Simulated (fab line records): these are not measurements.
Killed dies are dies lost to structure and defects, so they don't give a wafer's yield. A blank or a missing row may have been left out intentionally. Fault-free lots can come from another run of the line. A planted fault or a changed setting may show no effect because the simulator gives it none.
fab line records -- flow sky130 -- part 2 of 2: steps 43 to 43 of 43
record: lots: 6, wafers: 18, last-day: 50
route steps=708 shown VIA2@520 METAL3@532 CAPM@537 PAD_OPEN@708
lots untouched by any fault: they come from a run of this same line in which no faults occurred
start-h: hours from the record's first day to the start of the lot's first wafer shown -- wait-h: time in hours since the lot's previous step -- " unchanged from the row above -- L1.1+2: several wafers, shown together as one row -- - value missing, or start not given -- * or withheld: withheld -- < > ~ a bound
route shown NAME@n: names a module that has steps shown in the file, with the first one's number in the route -- usual: mean/standard deviation taken from wafers without a fault -- same: alike in all rows -- chamber/n: place in a boat -- sites: each site's reading -- _std_site: the standard deviation of these -- _edge_site: inner sites' mean taken away from outer sites' mean -- radius-mm: for every site, how far away it sits from the centre of the wafer -- mask NAME#n: copy n -- behind: the last tool/chamber to shape the wafer -- hold: cause of the lot's hold/its duration in hours/its outcome -- device: the n, p or np transistor that did not switch -- end of line: at the end of the route, the tests of the same wafers -- a step given without rows: its recipe and nothing more -- killed: dies that structure and defects cost at the first sort, which is not the same as the wafer's yield -- map: shows each die of a wafer: x if killed, . if not, _ if none is there
set.NAME: the setting the step ran with; set.NAME@STEP: the setting that earlier step ran with -- model.NAME: the simulator's own value behind a step, which no gauge read
lots seen at some steps along the route; tables by step, rows by wafer
services: from which hour (start-h, from the record's first day; less than 0 if before it) a tool's chamber was out of use, for how many hours, and why
== steps ==
step: SKY_PAD_OPEN_PROBE_99
usual: defect-limited-yield: 82.4/1.9, killed_at_M0_to_M3: 43/7.5, killed_at_M4_up: 3.3/1.9, killed-at-contacts: 24/4.6, killed-at-front-end: 16/4.9, killed-at-other: 0.2/0.46, killed-dies: 87/9.1, killed-open: 47/7.4, killed-short: 39/6.6, sort_bin_3_pad_short: 0.9/0.43, sort_bin_5_function: 10.3/1.4, sort_bin_6_memory: 6.4/1.1, sort-n-pass: 405/9.1, sort-yield-pct: 82.4/1.9
same: gross-dies: 492, killed-at-back-side: 0, sort_bin_4_leakage[%]: 0, sort_bin_8_speed[%]: 0
lot.wafer,tool,chamber,start-h,wait-h,defect-limited-yield[%],killed_at_M0_to_M3,killed_at_M4_up,killed-at-contacts,killed-at-front-end,killed-at-other,killed-dies,killed-open,killed-short,sort_bin_3_pad_short[%],sort_bin_5_function[%],sort_bin_6_memory[%],sort-n-pass,sort-yield-pct[%],model.etest.tester.sort-n-pass,model.etest.tester.sort-yield-pct,model.etest.tester.sort_bin_5_pct,model.etest.tester.sort_bin_3_pct
L707.1,prober-01,-,1088.25,0.1,82.7,44,1,29,11,0,85,53,32,1.4,11.2,4.7,407,82.7,407,82.72,11.18,1.423
L707.2,prober-01,-,1088.30,0.1,82.1,53,5,16,14,0,88,42,46,0.8,11.2,5.9,404,82.1,404,82.11,11.18,0.813
L707.5,prober-01,-,1088.45,0.2,80.7,41,5,27,21,1,95,56,39,0.6,10.4,8.3,397,80.7,397,80.69,10.37,0.6098
L712.3,prober-01,-,1121.15,0.2,79.5,43,4,27,27,0,101,34,65,2.0,11.4,7.1,391,79.5,391,79.47,11.38,2.033
L712.5,prober-01,-,1121.25,0.2,80.9,45,4,26,18,1,94,40,53,1.2,10.8,7.1,398,80.9,398,80.89,10.77,1.22
L712.6,prober-01,-,1121.30,0.2,81.1,58,0,17,17,1,93,58,35,0.8,10.2,7.9,399,81.1,399,81.1,10.16,0.813
L714.2,prober-01,-,1125.70,0.1,72.2,105,4,20,8,0,137,34,33,3.5,16.7,7.7,355,72.2,355,72.15,16.67,3.455
L714.3,prober-01,-,1125.75,0.2,74.8,81,4,25,13,1,124,41,37,3.7,14.6,6.9,368,74.8,368,74.8,14.63,3.659
L714.4,prober-01,-,1125.80,0.2,71.3,115,1,8,17,0,141,38,28,4.7,17.5,6.5,351,71.3,351,71.34,17.48,4.675
L716.2,prober-01,-,1140.57,0.1,67.9,116,2,24,15,1,158,46,44,3.9,19.7,8.5,334,67.9,334,67.89,19.72,3.862
L716.3,prober-01,-,1140.62,0.2,71.3,104,2,22,13,0,141,37,33,4.9,15.4,8.3,351,71.3,351,71.34,15.45,4.878
L716.4,prober-01,-,1140.67,0.2,73.8,85,3,25,16,0,129,38,46,3.7,16.3,6.3,363,73.8,363,73.78,16.26,3.659
L720.4,prober-01,-,1158.46,0.2,81.7,51,1,23,15,0,90,51,37,1.4,9.6,7.3,402,81.7,402,81.71,9.553,1.423
L720.5,prober-01,-,1158.51,0.2,80.3,52,4,26,15,0,97,57,39,1.0,10.6,8.1,395,80.3,395,80.28,10.57,1.016
L720.6,prober-01,-,1158.56,0.2,81.7,48,3,21,18,0,90,37,51,1.0,11.0,6.3,402,81.7,402,81.71,10.98,1.016
L728.3,prober-01,-,1190.40,0.2,85.6,29,2,25,15,0,71,32,39,1.4,7.7,5.3,421,85.6,421,85.57,7.724,1.423
L728.4,prober-01,-,1190.45,0.2,82.7,36,1,33,15,0,85,47,38,0.4,11.4,5.5,407,82.7,407,82.72,11.38,0.4065
L728.5,prober-01,-,1190.50,0.2,82.7,37,7,28,13,0,85,40,44,1.6,10.0,5.7,407,82.7,407,82.72,9.959,1.626
killed by level:class
L707.1 VIA1:geometric-particle:open=14 CONTACT:geometric-particle:open=11 LI_CONTACT:geometric-particle:open=10 VIA3:geometric-particle:short=8 VIA2:geometric-particle:open=6 POLY_GATE:geometric-particle:short=4 LOCAL_INTERCONNECT:geometric-particle:short=4 VIA3:geometric-particle:open=4
L707.2 METAL2:geometric-particle:short=9 VIA3:geometric-particle:open=7 METAL1:geometric-particle:short=7 VIA1:geometric-particle:open=7 VIA3:geometric-particle:short=7 LI_CONTACT:geometric-particle:open=6 VIA2:geometric-particle:open=6 CONTACT:geometric-particle:open=5
L707.5 LI_CONTACT:geometric-particle:open=10 CONTACT:geometric-particle:open=9 POLY_GATE:geometric-particle:open=8 VIA2:geometric-particle:open=8 VIA1:geometric-particle:open=7 VIA3:geometric-particle:open=6 FIELD_ISO:geometric-particle:short=5 POLY_GATE:geometric-particle:short=4
L712.3 METAL1:geometric-particle:short=12 FIELD_ISO:geometric-particle:open=10 METAL2:geometric-particle:short=10 FIELD_ISO:geometric-particle:short=8 CONTACT:geometric-particle:short=8 LI_CONTACT:geometric-particle:short=7 CONTACT:geometric-particle:open=7 LOCAL_INTERCONNECT:geometric-particle:short=5
L712.5 METAL2:geometric-particle:short=10 VIA1:geometric-particle:short=8 METAL1:geometric-particle:short=8 LI_CONTACT:geometric-particle:open=7 CONTACT:geometric-particle:open=7 VIA1:geometric-particle:open=6 FIELD_ISO:geometric-particle:open=5 LOCAL_INTERCONNECT:geometric-particle:short=4
L712.6 VIA1:geometric-particle:open=17 VIA3:geometric-particle:open=11 LI_CONTACT:geometric-particle:open=5 CONTACT:geometric-particle:open=5 VIA1:geometric-particle:short=5 FIELD_ISO:geometric-particle:open=4 POLY_GATE:geometric-particle:short=4 METAL1:geometric-particle:open=4
L714.2 METAL3:unspecified=70 VIA1:geometric-particle:open=7 VIA3:geometric-particle:open=6 LI_CONTACT:geometric-particle:open=5 CONTACT:geometric-particle:open=5 LOCAL_INTERCONNECT:geometric-particle:short=4 CONTACT:geometric-particle:short=4 METAL1:geometric-particle:short=4
L714.3 METAL3:unspecified=46 VIA2:geometric-particle:open=7 LI_CONTACT:geometric-particle:open=7 CONTACT:geometric-particle:open=7 VIA1:geometric-particle:open=7 FIELD_ISO:geometric-particle:open=5 LOCAL_INTERCONNECT:geometric-particle:short=5 METAL1:geometric-particle:short=5
L714.4 METAL3:unspecified=75 VIA2:geometric-particle:open=10 VIA1:geometric-particle:open=9 METAL2:geometric-particle:short=7 FIELD_ISO:geometric-particle:open=4 LI_CONTACT:geometric-particle:open=4 FIELD_ISO:geometric-particle:short=3 POLY_GATE:geometric-particle:short=3
L716.2 METAL3:unspecified=66 VIA3:geometric-particle:open=9 VIA1:geometric-particle:open=8 METAL1:geometric-particle:short=8 CONTACT:geometric-particle:short=7 FIELD_ISO:geometric-particle:open=6 VIA2:geometric-particle:open=6 LOCAL_INTERCONNECT:geometric-particle:short=5
L716.3 METAL3:unspecified=71 CONTACT:geometric-particle:open=7 VIA2:geometric-particle:open=7 VIA3:geometric-particle:open=6 FIELD_ISO:geometric-particle:short=6 VIA1:geometric-particle:open=6 CONTACT:geometric-particle:short=5 LI_CONTACT:geometric-particle:short=4
L716.4 METAL3:unspecified=45 CONTACT:geometric-particle:open=9 VIA1:geometric-particle:open=8 LI_CONTACT:geometric-particle:open=8 VIA1:geometric-particle:short=8 POLY_GATE:geometric-particle:short=7 METAL2:geometric-particle:short=5 METAL3:geometric-particle:short=4
L720.4 VIA1:geometric-particle:open=14 LI_CONTACT:geometric-particle:open=9 CONTACT:geometric-particle:open=8 VIA2:geometric-particle:open=7 VIA1:geometric-particle:short=6 METAL1:geometric-particle:short=6 VIA3:geometric-particle:open=5 METAL2:geometric-particle:short=5
L720.5 VIA1:geometric-particle:open=14 LI_CONTACT:geometric-particle:open=9 VIA2:geometric-particle:short=8 CONTACT:geometric-particle:short=6 CONTACT:geometric-particle:open=6 VIA1:geometric-particle:short=5 VIA3:geometric-particle:open=5 FIELD_ISO:geometric-particle:open=4
L720.6 VIA3:geometric-particle:open=9 FIELD_ISO:geometric-particle:short=8 CONTACT:geometric-particle:short=8 VIA1:geometric-particle:open=7 VIA1:geometric-particle:short=6 VIA2:geometric-particle:open=6 METAL1:geometric-particle:short=5 LI_CONTACT:geometric-particle:open=4
L728.3 CONTACT:geometric-particle:open=11 FIELD_ISO:geometric-particle:short=7 VIA1:geometric-particle:open=6 LI_CONTACT:geometric-particle:open=5 CONTACT:geometric-particle:short=5 VIA1:geometric-particle:short=4 LOCAL_INTERCONNECT:geometric-particle:short=4 METAL1:geometric-particle:short=4
L728.4 CONTACT:geometric-particle:open=11 VIA1:geometric-particle:open=11 FIELD_ISO:geometric-particle:open=7 LI_CONTACT:geometric-particle:open=7 LOCAL_INTERCONNECT:geometric-particle:short=5 CONTACT:geometric-particle:short=5 VIA2:geometric-particle:short=5 VIA1:geometric-particle:short=4
L728.5 CONTACT:geometric-particle:open=9 METAL1:geometric-particle:short=7 VIA1:geometric-particle:open=6 METAL4:geometric-particle:short=6 LI_CONTACT:geometric-particle:open=5 LOCAL_INTERCONNECT:geometric-particle:short=5 CONTACT:geometric-particle:short=5 VIA3:geometric-particle:open=5
map L714.4 (x killed, . not)
__________....x....._________
________............x._______
______..............x..._____
_____x.......x.x.x.x.....____
____...x..........xx....x.___
___...x.x.....x............__
__..............x....x...x.._
_...........x.xx..x...x.x....
_..........x...x..........x..
_..x....x......x........xx.x.
_..x..x....x...xxxxxxx...xx..
_...........xx.xxxxxxxxxx...x
_.........x...xxxxxxxxxx...x.
_............xxxxxxxxxxx.x...
_...x.........xxxxxxxxxx.....
__............xxxxxxxxxx.x.._
___.....xx....xxxxxxxxxx...__
____....xx..x.xxxxxxxxx...___
_____.x.x.x.......xx.xx.x____
______x......x.........._____
________.x......xx...._______
__________.........._________
map L716.2 (x killed, . not)
__________x...xxxxxx_________
________...x.xxxxxxxxx_______
______xx.x..xxxxxxxxxx.._____
_____.......xxxxxxxxxxx..____
____.....x...xxxxxxxxx.x..___
___.xxxx..xx.xxxxxxxxxx...x__
__...x..xxx..xxxxxxxxxx..x.._
_...x.....x...xxxxxxx...x....
_........x.......x..xx.....x.
_.................x......x...
_....xx..............xx.x..x.
_x.xxxx.xxxx.................
_x..x...........xx.x.....x...
_x......xx..x......xxx.......
_......xxxx..........xx..x...
__....x.x....x.............._
___...xx..xx..x.xx.......x.__
____.......x.......x......___
_____.....x..x...x...x...____
______.................._____
________..x.x........._______
__________..x....x.x_________
== services ==
tool,chamber,start-h,hours,kind
cmp-02,-,847.95,4.2,pm
cmp-01,-,850.42,2.6,repair
pvd-sputter-02,-,858.25,2.8,repair
pvd-sputter-03,0,862.26,-,consumable-replace:kit
pvd-sputter-03,0,862.26,18.0,scheduled-down
pvd-sputter-03,0,862.26,18.0,vent-cycle
pvd-sputter-02,-,872.79,3.7,repair
plasma-asher-04,-,889.64,0.5,repair
cmp-01,-,907.23,0.8,repair
cmp-01,-,912.00,4.0,pm
cmp-01,-,916.00,-,consumable-replace:conditioner
cmp-01,-,916.00,-,consumable-replace:pad
pvd-sputter-02,0,921.81,-,consumable-replace:kit
pvd-sputter-02,0,921.81,18.0,scheduled-down
pvd-sputter-02,0,921.81,18.0,vent-cycle
pvd-sputter-03,-,939.05,2.1,repair
pvd-sputter-04,1,945.45,-,consumable-replace:kit
plasma-asher-01,-,964.92,2.0,repair
cmp-02,-,987.43,0.3,repair
cmp-01,-,989.73,1.1,repair
pvd-sputter-01,-,998.78,2.7,repair
cmp-02,-,1018.07,1.2,repair
plasma-asher-01,-,1018.81,2.8,pm
cmp-02,-,1022.31,6.0,repair
== key ==
first-sign: step: SKY_PAD_OPEN_PROBE_99, reading: killed_at_M0_to_M3, direction: up, sigmas: 7.7, usual: 43, struck: 101
effect: step: SKY_PAD_OPEN_PROBE_99, reading: sort_bin_3_pad_short, direction: up, sigmas: 7.4, usual: 0.9, struck: 4.0
model-effect: step: SKY_PAD_OPEN_PROBE_99, value: etest.tester.sort-n-pass, without: 406.8, struck: 353.7
met-at SKY_METAL3_SPUTTER_00
struck-wafers L714.2,L714.3,L714.4,L716.2,L716.3,L716.4
onset-between 865.97 911.14
also-fits SKY_METAL3_SPUTTER_04:pvd-sputter-03
fault: kind: chamber-particle-source, tool: pvd-sputter-03, chamber: -, onset-h: 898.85, steps: SKY_METAL3_SPUTTER_00, rate-per-visit-cm2: 2.2435, end-h: 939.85
